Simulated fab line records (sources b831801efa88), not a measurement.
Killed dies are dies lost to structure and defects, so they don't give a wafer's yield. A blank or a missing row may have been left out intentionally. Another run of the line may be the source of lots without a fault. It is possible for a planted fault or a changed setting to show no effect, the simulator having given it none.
What tool caused it? ; flow sky130 ; 10 lots, 30 wafers sampled, at 2 steps of a route of 708

WHAT THE GAUGES READ, wafer by wafer
SKY_METAL4_CD_MEAS_13: target cd 300 nm. Usual: cdNm 300.0 nm, standard deviation 1.3.
lot;measured;on;cdNm (nm);flag
L196;day 42 02:01;cdSem-02;299.5 299.5 300.8;
L197;day 42 12:35;cdSem-01;301.3 300.7 301.1;
L199;day 43 04:20;cdSem-02;298.5 297.7 299.3;
L201;day 43 18:08;cdSem-01;299.2 300.7 300.3;
L202;day 44 09:05;cdSem-01;298.1 297.9 298.8;
L204;day 44 11:29;cdSem-01;300.0 300.1 300.8;
L203;day 44 14:31;cdSem-01;301.9 302.7 301.4;
L205;day 44 20:33;cdSem-01;301.9 301.4 300.0;
L213;day 46 13:38;cdSem-01;301.4 301.7 301.6;
L219;day 47 17:32;cdSem-01;299.9 301.1 299.8;

WHICH TOOL RAN EACH LOT (tool, then ch and the chambers of the sampled wafers, then the start)
lot;SKY_METAL4_SPUTTER_04
L196;pvdSputter-01, day 40 00:52
L197;pvdSputter-01, day 40 11:29
L199;pvdSputter-03, day 41 03:50
L201;pvdSputter-01, day 41 19:19
L202;pvdSputter-03, day 42 11:53
L204;pvdSputter-04, day 42 12:47
L203;pvdSputter-01, day 42 16:41
L205;pvdSputter-04, day 42 23:06
L213;pvdSputter-04, day 44 19:23
L219;pvdSputter-01, day 45 23:17
- SKY_METAL4_SPUTTER_04: material TiN, target thk 70 nm, time 58.3 s.

AS READ BY THE TOOLS THEMSELVES (means over the sampled wafers that have a number; for cases with no such wafer, the mark the record gives instead)
SKY_METAL4_SPUTTER_04. Usual: throttleValvePct 30.1 %, standard deviation 0.85.
lot;tool;throttleValvePct (%);flag
L196;pvdSputter-01;30.3;
L197;pvdSputter-01;30.5;
L199;pvdSputter-03;29.1;
L201;pvdSputter-01;30.3;
L202;pvdSputter-03;29.2;
L204;pvdSputter-04;30.6;
L203;pvdSputter-01;30.3;
L205;pvdSputter-04;30.9;
L213;pvdSputter-04;30.8;
L219;pvdSputter-01;30.2;

THE ANSWER, worked out from the rows above alone
Rule: lot off if the mean of its wafers having a number is beyond 3 standard deviations from the usual mean. A lot without any number at a reading at which 4 lots or more have one is off too. All remaining lots with rows at the step are treated as sound. The gauges are gone through in route order, then the tools' own readings, and for those a lot's mean is taken as printed above. The first step at which some lot is off is used, and at that step the reading that is off furthest; a lot without a number counts as furthest.
None of the lots is off at any reading shown; this tells nothing.

WHAT THE SIMULATOR HAD PUT IN
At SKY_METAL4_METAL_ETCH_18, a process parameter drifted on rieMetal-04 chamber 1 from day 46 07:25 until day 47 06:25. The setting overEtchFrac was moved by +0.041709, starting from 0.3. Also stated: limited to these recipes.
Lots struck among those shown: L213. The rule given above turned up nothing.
